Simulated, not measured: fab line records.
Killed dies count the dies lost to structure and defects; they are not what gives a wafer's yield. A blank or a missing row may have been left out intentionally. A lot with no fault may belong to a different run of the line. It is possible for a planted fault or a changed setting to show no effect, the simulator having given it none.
fab line records	flow sfq-line
record lots=14	wafers=41	last-day=82
route steps=325 shown L0@12 L0V@26 I5@237 M8@325
lots untouched by any fault: they come from a run of this same line in which no faults occurred
start-h: the number of hours between the record's first day and the start of the first shown wafer of the lot	wait-h: how many hours have passed since the lot's step before this one	" as in the row above	L1.1+2: a single row standing in for several wafers	- no value, or no start was given	* or withheld: withheld	< > ~ a bound
route shown NAME@n: a module of which the file shows steps, and the number in the route of the first	usual: mean/standard deviation taken from wafers without a fault	same: alike in all rows	chamber/n: place in a boat	sites: per-site readings	_std_site: standard deviation across them	_edge_site: inner sites' mean taken away from outer sites' mean	radius-mm: how far each site lies from the wafer's centre	mask NAME#n: copy n	behind: the last tool/chamber to shape the wafer	hold: the reason the lot was held/the length of the hold in hours/how it ended	device: the n, p or np transistor that did not switch	end of line: at the end of the route, the tests of the same wafers	for a step that has no rows: nothing shown but its recipe	killed: count of dies lost to structure and defects at first sort (not the wafer's yield)	map: dies across one wafer; x = killed, . = not, _ = none there
set.NAME: the run value of the setting; set.NAME@STEP: its run value at that earlier step	model.NAME: the simulator's own value behind a step, which no gauge read
route steps across a sampled set of lots; one table per step, one row per wafer
services: when a tool's chamber went out of use (start-h, in hours from the record's first day, below 0 if earlier), for how many hours, and the reason
## steps
# step SFQ_TRILAYER_L0_BARC_OPEN_METAL_ETCH_010
# recipe mask-material=PR	chemistry=O2	target-depth-nm=125	target=BARC	icp-w=600	bias-w=80	pressure-mtorr=10	time-s=41.7
# usual drypump-motor-current-A=6.0/0.52	oes-product-au=0.685/0.0041	rf-fwd-power-W=595.3/1.9	run-length-s=69.78/0.3
lot.wafer	tool	chamber	start-h	wait-h	drypump-motor-current-A	oes-product-au	rf-fwd-power-W	rf-hours-counter-h	run-length-s
L442.1	rie-metal-03	0	85.19	0.1	6.6	0.694	596.3	8	69.82
L442.3	"	0	"	"	6.6	0.688	594.0	-	69.89
L442.6	"	1	"	"	5.8	0.678	596.3	-	69.57
L443.2	rie-metal-04	1	86.39	0.1	5.1	0.686	595.6	11	69.35
L443.3	"	1	"	"	5.1	0.681	595.0	-	69.76
L443.4	"	0	"	"	6.4	0.683	593.9	-	69.48
L444.2	rie-metal-04	1	89.99	0.1	5.2	0.682	592.0	11	69.76
L444.3	"	0	"	"	6.4	0.682	593.0	-	70.05
L444.5	"	0	"	"	6.4	0.691	593.0	-	70.21
L445.3	rie-metal-02	1	96.01	0.1	5.9	0.685	595.1	-	70.47
L445.4	"	0	"	"	6.3	0.684	595.5	-	69.83
L445.6	"	0	"	"	6.2	0.694	597.0	-	70.12
L446.1	rie-metal-02	1	107.67	0.1	5.9	0.687	598.6	202	70.12
L446.2	"	0	"	"	6.3	0.683	597.3	45	69.98
L446.5	"	0	"	"	6.3	0.691	597.2	-	70.12
L447.1	rie-metal-02	1	112.47	0.1	5.9	0.690	597.7	203	70.26
L447.2	"	0	"	"	6.2	0.683	596.4	46	69.97
L447.6	"	0	"	"	6.2	0.681	596.7	-	69.72
L448.1	rie-metal-02	1	117.27	0.1	5.9	0.682	592.5	204	70.09
L448.3	"	0	"	"	6.2	0.681	595.3	-	69.80
L448.5	"	0	"	"	6.2	0.684	594.9	-	69.90
L449.1	rie-metal-03	1	122.07	0.1	5.7	0.684	596.2	7	69.50
L449.2	"	0	"	"	6.6	0.689	596.5	13	69.50
L449.3	"	0	"	"	6.6	0.682	593.0	-	70.13
L450.1	rie-metal-02	1	126.87	0.1	5.9	0.682	595.2	206	70.10
L450.3	"	0	"	"	6.3	0.684	595.3	-	70.30
L450.4	"	1	"	"	5.9	0.680	593.3	-	70.54
L451.3	rie-metal-04	0	132.88	0.1	6.4	0.688	597.8	-	69.66
L451.4	"	1	"	"	5.1	0.683	594.6	-	69.47
L451.5	"	1	"	"	5.1	0.678	595.3	-	69.52
L452.3	rie-metal-04	0	136.48	0.1	6.4	0.692	596.5	-	70.15
L452.4	"	1	"	"	5.2	0.680	594.3	-	69.73
L452.5	"	0	"	"	6.4	0.686	596.8	-	69.84
L453.2	rie-metal-04	0	140.07	0.1	6.4	0.686	599.1	24	69.54
L453.6	"	0	"	"	6.4	0.774	-	-	64.06
L454.1	rie-metal-04	1	146.07	0.1	5.2	0.769	-	21	63.95
L454.3	"	0	"	"	6.4	0.689	597.3	-	69.60
L454.4	"	1	"	"	5.1	0.685	593.5	-	69.74
L457.3	rie-metal-04	0	164.56	0.1	6.4	0.685	590.5	-	69.56
L457.5	"	1	"	"	5.1	0.684	594.0	-	69.38
L457.6	"	0	"	"	6.4	0.755	-	-	64.20
# step SFQ_TRILAYER_L0_VIA_STRIP_STRIP_017
# recipe gas=O2	power-w=200	platen-temp-c=40	overash-fraction=0.65	chemistry=O2	pressure-mtorr=50
# usual drypump-motor-current-A=6.0/0.43	oes-product-au=1.000/0.011	platen-temp-c=40.01/0.11
lot.wafer	tool	chamber	start-h	wait-h	drypump-motor-current-A	oes-product-au	platen-temp-c	rf-hours-counter-h
L442.1	rie-metal-04	0	160.59	-	6.4	0.993	39.98	27
L442.3	"	0	"	"	6.4	0.991	40.08	-
L442.6	"	1	"	"	5.1	1.011	39.97	-
L443.2	rie-metal-01	0	162.26	-	6.0	1.010	39.88	168
L443.3	"	0	"	"	6.0	1.009	39.84	-
L443.4	"	1	"	"	6.1	1.003	40.10	-
L444.2	rie-metal-01	0	168.26	-	5.9	1.001	39.99	169
L444.3	"	0	"	"	5.9	1.002	39.92	-
L444.5	"	1	"	"	6.1	1.006	39.94	-
L445.3	rie-metal-01	1	176.86	-	6.1	0.986	39.98	-
L445.4	"	0	"	"	5.9	1.018	40.12	-
L445.6	"	1	"	"	6.1	0.999	39.87	-
L446.1	rie-metal-04	1	190.61	-	5.2	0.993	39.69	26
L446.2	"	0	"	"	6.4	0.988	40.12	34
L446.5	"	0	"	"	6.4	0.994	39.89	-
L447.1	rie-metal-04	1	199.43	-	5.2	1.015	39.96	28
L447.2	"	0	"	"	6.4	0.996	40.16	35
L447.6	"	0	"	"	6.4	0.998	40.11	-
L448.1	rie-metal-03	1	203.03	-	5.7	1.009	40.05	24
L448.3	"	1	"	"	5.7	0.996	40.08	-
L448.5	"	0	"	"	6.6	1.004	40.29	-
L449.1	rie-metal-03	1	207.83	-	5.7	0.983	39.87	24
L449.2	"	0	"	"	6.6	0.984	39.98	30
L449.3	"	1	"	"	5.7	0.999	40.21	-
L450.1	rie-metal-01	0	211.43	-	5.9	1.024	39.97	177
L450.3	"	1	"	"	6.1	1.007	39.97	-
L450.4	"	0	"	"	5.9	1.022	40.16	-
L451.3	rie-metal-01	0	217.63	-	5.9	1.016	40.02	-
L451.4	"	1	"	"	6.1	1.002	39.90	-
L451.5	"	1	"	"	6.1	1.004	39.82	-
L452.3	rie-metal-01	0	222.53	-	5.9	1.014	39.95	-
L452.4	"	1	"	"	6.1	0.995	40.09	-
L452.5	"	0	"	"	5.9	1.016	39.99	-
L453.2	rie-metal-01	1	227.13	-	6.1	0.999	40.01	113
L453.6	"	0	"	"	5.9	1.010	39.98	-
L454.1	rie-metal-03	1	230.73	-	5.7	1.003	40.14	29
L454.3	"	0	"	"	6.6	0.983	40.04	-
L454.4	"	1	"	"	5.7	1.008	40.13	-
L457.3	rie-metal-03	0	257.33	-	6.6	0.989	39.87	-
L457.5	"	0	"	"	6.6	0.989	39.93	-
L457.6	"	1	"	"	5.7	0.997	40.02	-
# step SFQ_TRILAYER_I5_ETCH_VIA_ETCH_147
# recipe stop-on=Nb	mask-material=PR	chemistry=CHF3	target-depth-nm=360	source-w=500	bias-w=80	pressure-mtorr=30	time-s=withheld
# usual drypump-motor-current-A=5.6/0.64	oes-product-au=0.987/0.006	rf-fwd-power-W=498.6/1.5
lot.wafer	tool	chamber	start-h	wait-h	drypump-motor-current-A	oes-product-au	rf-fwd-power-W
L442.1	rie-diel-03	2	1449.70	0.0	5.7	0.987	496.4
L442.3	"	3	"	"	4.7	0.984	496.2
L442.6	"	1	"	"	5.0	0.982	501.4
L443.2	rie-diel-04	1	1458.85	0.0	5.4	0.987	499.4
L443.3	"	2	"	"	5.3	1.001	497.3
L443.4	"	0	"	"	5.7	0.991	499.6
L444.2	rie-diel-01	3	1558.67	0.0	5.3	1.006	499.5
L444.3	"	2	"	"	6.8	0.983	498.3
L444.5	"	3	"	"	5.3	0.996	497.5
L445.3	rie-diel-03	3	1564.67	0.0	4.7	0.980	500.5
L445.4	"	2	"	"	5.7	0.978	499.4
L445.6	"	1	"	"	5.0	0.979	496.8
L446.1	rie-diel-01	2	1569.47	0.0	6.8	0.981	497.6
L446.2	"	0	"	"	5.6	0.981	499.4
L446.5	"	3	"	"	5.3	0.988	497.9
L447.1	rie-diel-04	1	1675.35	0.0	5.4	0.988	498.7
L447.2	"	3	"	"	6.1	0.984	499.8
L447.6	"	3	"	"	6.1	0.989	498.9
L448.1	rie-diel-03	1	1680.15	0.0	5.0	0.982	498.0
L448.3	"	3	"	"	4.7	0.983	497.9
L448.5	"	1	"	"	5.0	0.983	497.7
L449.1	rie-diel-01	0	1699.35	0.0	5.6	0.980	499.6
L449.2	"	1	"	"	5.5	0.995	498.8
L449.3	"	2	"	"	6.9	0.981	499.4
L450.1	rie-diel-04	2	1701.75	0.0	5.3	0.985	497.2
L450.3	"	1	"	"	5.3	0.985	497.4
L450.4	"	0	"	"	5.7	0.990	499.7
L451.3	rie-diel-01	1	1702.95	0.0	5.6	0.990	497.6
L451.4	"	2	"	"	6.9	0.992	497.3
L451.5	"	1	"	"	5.6	0.986	498.0
L452.3	rie-diel-03	1	1707.88	0.0	5.0	0.989	496.6
L452.4	"	2	"	"	5.8	0.995	498.7
L452.5	"	3	"	"	4.7	0.988	496.4
L453.2	rie-diel-01	0	1714.65	0.0	5.6	0.980	498.5
L453.6	"	3	"	"	5.3	0.982	497.9
L454.1	rie-diel-03	0	1723.43	0.0	6.6	0.994	496.8
L454.3	"	1	"	"	5.0	0.985	496.9
L454.4	"	2	"	"	5.7	0.988	499.6
L457.3	rie-diel-03	3	1830.70	0.1	4.7	0.977	498.8
L457.5	"	0	"	"	6.5	0.987	498.9
L457.6	"	3	"	"	4.7	0.983	499.4
# step SFQ_M8_BOW_MEAS_951
# recipe mode=bow
# usual M8_BOW=8/13
lot.wafer	tool	chamber	start-h	wait-h	M8_BOW[um]
L442.1	film-metro-04	-	1819.66	0.0	7
L442.3	"	-	"	"	10
L442.6	"	-	"	"	2
L443.2	film-metro-02	-	1832.88	0.0	2
L443.3	"	-	"	"	-11
L443.4	"	-	"	"	2
L444.2	film-metro-02	-	1906.13	0.0	11
L444.3	"	-	"	"	12
L444.5	"	-	"	"	12
L445.3	film-metro-04	-	1909.74	0.0	-12
L445.4	"	-	"	"	-1
L445.6	"	-	"	"	-6
L446.1	film-metro-03	-	1910.91	0.0	12
L446.2	"	-	"	"	4
L446.5	"	-	"	"	11
L447.1	film-metro-04	-	1915.70	0.0	17
L447.2	"	-	"	"	8
L447.6	"	-	"	"	6
L448.1	film-metro-03	-	1921.70	0.0	18
L448.3	"	-	"	"	9
L448.5	"	-	"	"	12
L449.1	film-metro-03	-	1925.30	0.0	19
L449.2	"	-	"	"	21
L449.3	"	-	"	"	15
L450.1	film-metro-04	-	1927.70	0.0	24
L450.3	"	-	"	"	14
L450.4	"	-	"	"	19
L451.3	film-metro-04	-	1934.03	0.0	-7
L451.4	"	-	"	"	1
L451.5	"	-	"	"	7
L452.3	film-metro-02	-	1937.46	0.0	1
L452.4	"	-	"	"	0
L452.5	"	-	"	"	1
L453.2	film-metro-03	-	1938.77	0.0	25
L453.6	"	-	"	"	20
L454.1	film-metro-03	-	1942.98	0.0	4
L454.3	"	-	"	"	3
L454.4	"	-	"	"	13
L457.3	film-metro-04	-	1975.18	0.0	18
L457.5	"	-	"	"	4
L457.6	"	-	"	"	15
## services
tool	chamber	start-h	hours	kind
rie-metal-04	-	83.50	0.7	repair
rie-metal-04	-	122.35	2.8	pm
rie-metal-04	1	166.51	7.1	repair
rie-metal-04	-	259.33	0.8	repair
rie-metal-04	-	336.13	1.4	pm
rie-metal-01	1	389.06	20.2	repair
rie-metal-04	-	494.69	0.6	repair
rie-metal-01	-	505.24	0.9	repair
rie-metal-04	0	638.15	20.5	repair
rie-metal-04	-	673.22	1.6	repair
rie-metal-01	1	721.31	7.4	repair
rie-metal-01	-	806.23	1.0	repair
rie-metal-01	-	879.97	14.6	pm
rie-metal-04	-	983.34	0.3	repair
rie-metal-01	-	1062.38	2.8	pm
rie-metal-04	-	1066.12	14.6	pm
rie-metal-04	1	1112.87	2.2	repair
rie-metal-01	-	1178.15	0.6	repair
rie-metal-04	-	1222.35	2.8	pm
rie-metal-04	1	1236.04	1.1	repair
rie-metal-04	-	1414.73	2.6	repair
rie-metal-04	-	1427.80	0.6	repair
rie-metal-04	-	1548.16	1.5	repair
rie-metal-04	1	1791.19	2.4	repair
## key
first-sign step=SFQ_TRILAYER_L0_BARC_OPEN_METAL_ETCH_010	reading=oes-product-au	direction=up	sigmas=20	usual=0.685	struck=0.766
effect step=SFQ_TRILAYER_L0_BARC_OPEN_METAL_ETCH_010	reading=run-length-s	direction=down	sigmas=19	usual=*	struck=*
met-at SFQ_TRILAYER_L0_BARC_OPEN_METAL_ETCH_010
struck-lots L453,L454,L457
struck-wafers L453.6,L454.1,L457.6
not-acting-at SFQ_TRILAYER_L0_VIA_STRIP_STRIP_017,SFQ_TRILAYER_I5_ETCH_VIA_ETCH_147,SFQ_M8_BOW_MEAS_951
onset-between 136.48 140.07
fault kind=process-parameter-drift	tool=rie-metal-04	chamber=-	onset-h=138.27	steps=SFQ_TRILAYER_L0_BARC_OPEN_METAL_ETCH_010	channel=time-s	offset=*	shape=step	end-h=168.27	scope=struck-wafers-only	acts-in=*	stated=*
